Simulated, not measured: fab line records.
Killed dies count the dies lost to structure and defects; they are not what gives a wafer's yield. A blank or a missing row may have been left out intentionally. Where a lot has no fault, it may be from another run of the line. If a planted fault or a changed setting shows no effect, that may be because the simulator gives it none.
Struck lot and sound lot, side by side ; flow sky130 ; 28 steps out of a route of 708
Sound: these wafers, L804.1, L804.2, L804.6. Struck: wafers L798.3, L798.4, L798.6. The cause is given at the end.
Each step with rows lists, per side, the tool, then ch with its chambers, then its first start. Under that, the readings that differ: sound wafers ; struck wafers ; difference of the means ; sigmas: that difference in standard deviations of wafers without a fault.
alike: same words and numbers on both sides, and readings whose means sit less than 2 such deviations apart. not compared: any withheld reading, any reading some wafer has no value for, any bound like >300 that may hide the same value, and any number with overlapping values for which the record gives no deviation.
Wherever a step has rows on one side only, a row that says differs or no value, or a row with sigmas, the two part there. When numbers do not overlap yet have no deviation, they are printed without sigmas and do not part them. A reading missing from all wafers of one side parts the sides only when that side holds two or more wafers.

SKY_PASSIVATION_CVD_00: deposits SiO2, target thk 90 nm.
  sound on pecvd-02 ch 0,1,2, day 48 08:16; struck on pecvd-02 ch 0,1, day 46 23:10
  alike: heater-power-w
SKY_PASSIVATION_THK_MEAS_01:
  struck on film-metro-04, day 46 23:12; sound on film-metro-03, day 48 08:17
  alike: PASSIVATION_CVD_00_THK
SKY_PASSIVATION_CVD_02: deposits Si3N4, target thk 540 nm.
  sound on pecvd-01 ch 0,1, day 48 08:20; struck on pecvd-04 ch 0,1, day 46 23:22
  alike: heater-power-w
SKY_PASSIVATION_THK_MEAS_03:
  struck on film-metro-02, day 46 23:36; sound on film-metro-03, day 48 08:34
  alike: PASSIVATION_CVD_02_THK
then, 7 steps without rows for these wafers: SKY_PASSIVATION_DEHYDRATE_04 (time 60 s); SKY_PASSIVATION_HMDS_05 (prime time 60 s); SKY_PASSIVATION_COAT_06 (resist thk 3000 nm); SKY_PASSIVATION_SOFTBAKE_07; SKY_PASSIVATION_EXPOSE_08 (exposes mask NSM, target cd 3000 nm); SKY_PASSIVATION_PEB_09; SKY_PASSIVATION_DEVELOP_10 (develop time 60 s).
SKY_PASSIVATION_ETCH_11: etches the open film in CF4/O2, stops on AlCu, target depth 725 nm, time 163.9 s.
  sound on rie-diel-04 ch 1,3, day 49 02:48; struck on rie-diel-04 ch 0,1,2, day 47 20:18
  alike: drypump-motor-current-A, oes-product-au, throttle-valve-pct
  not compared: rf-hours-counter-h
SKY_PASSIVATION_STRIP_12: strips in O2/N2.
  sound on plasma-asher-01 ch 0,1, day 49 02:55; struck on plasma-asher-03 ch 0,1, day 47 20:26
  alike: drypump-motor-current-A, oes-product-au, strip-time-to-endpoint-s
  not compared: rf-hours-counter-h
then, 7 steps without rows for these wafers: SKY_PAD_OPEN_DEHYDRATE_00 (time 60 s); SKY_PAD_OPEN_HMDS_01 (prime time 60 s); SKY_PAD_OPEN_COAT_02 (resist thk 3000 nm); SKY_PAD_OPEN_SOFTBAKE_03; SKY_PAD_OPEN_EXPOSE_04 (exposes mask PDM, target cd 60000 nm); SKY_PAD_OPEN_PEB_05; SKY_PAD_OPEN_DEVELOP_06 (develop time 60 s).
SKY_PAD_OPEN_ETCH_07: etches the open film in CF4/O2, stops on AlCu, target depth 725 nm, time 161.1 s.
  sound on rie-diel-01 ch 2,3, day 49 20:22; struck on rie-diel-02 ch 1,3, day 48 15:13
  alike: drypump-motor-current-A, oes-product-au, throttle-valve-pct
  not compared: rf-hours-counter-h
SKY_PAD_OPEN_STRIP_08: strips in O2/N2.
  sound on plasma-asher-01 ch 0,1, day 49 20:28; struck on plasma-asher-01 ch 0,1, day 48 15:21
  alike: drypump-motor-current-A, oes-product-au
  not compared: rf-hours-counter-h
then, 4 steps without rows for these wafers: SKY_PAD_OPEN_STRIP_09 (strips in post etch residue remover, time 1200 s); SKY_PAD_OPEN_CLEAN_10 (cleans in IPA, time 180 s); SKY_PAD_OPEN_CLEAN_11 (cleans in O3/DIW); SKY_PAD_OPEN_ANNEAL_12.
SKY_PAD_OPEN_BOW_MEAS_13:
  struck on film-metro-03, day 48 17:29; sound on film-metro-04, day 49 22:40
  alike: PAD_OPEN_BOW
SKY_PAD_OPEN_PROBE_99:
  struck on prober-02, day 48 17:40; sound on prober-02, day 49 22:47
reading;sound;struck;difference;sigmas
defect-limited-yield (%);83.1 81.9 82.5;75.8 79.9 74.0;-5.9;-3
killed-at-other;0 1 0;43 22 46;+37;+76
killed-dies;83 89 86;119 99 128;+29;+3
sort_bin_5_function (%);9.1 9.6 10.6;15.2 13.2 14.6;+4.6;+3
sort-n-pass;409 403 406;373 393 364;-29;-3
sort-yield-pct (%);83.1 81.9 82.5;75.8 79.9 74.0;-5.9;-3
model.etest.tester.sort-n-pass;409 403 406;373 393 364;-29;
model.etest.tester.sort-yield-pct (%);83.13 81.91 82.52;75.81 79.88 73.98;-5.96;
model.etest.tester.sort_bin_5_pct (%);9.146 9.553 10.57;15.24 13.21 14.63;+4.60;
model.etest.tester.sort_bin_3_pct (%);1.22 1.22 1.22;2.236 1.423 2.439;+0.813;
  alike: killed_at_M0_to_M3, killed_at_M4_up, killed-at-contacts, killed-at-front-end, killed-on-rim, killed-open, killed-short, sort_bin_3_pad_short, sort_bin_6_memory

== WHERE THEY PART ==
At SKY_PAD_OPEN_PROBE_99 and nowhere else, as far as this record goes.

WHY: what had been put in by the simulator
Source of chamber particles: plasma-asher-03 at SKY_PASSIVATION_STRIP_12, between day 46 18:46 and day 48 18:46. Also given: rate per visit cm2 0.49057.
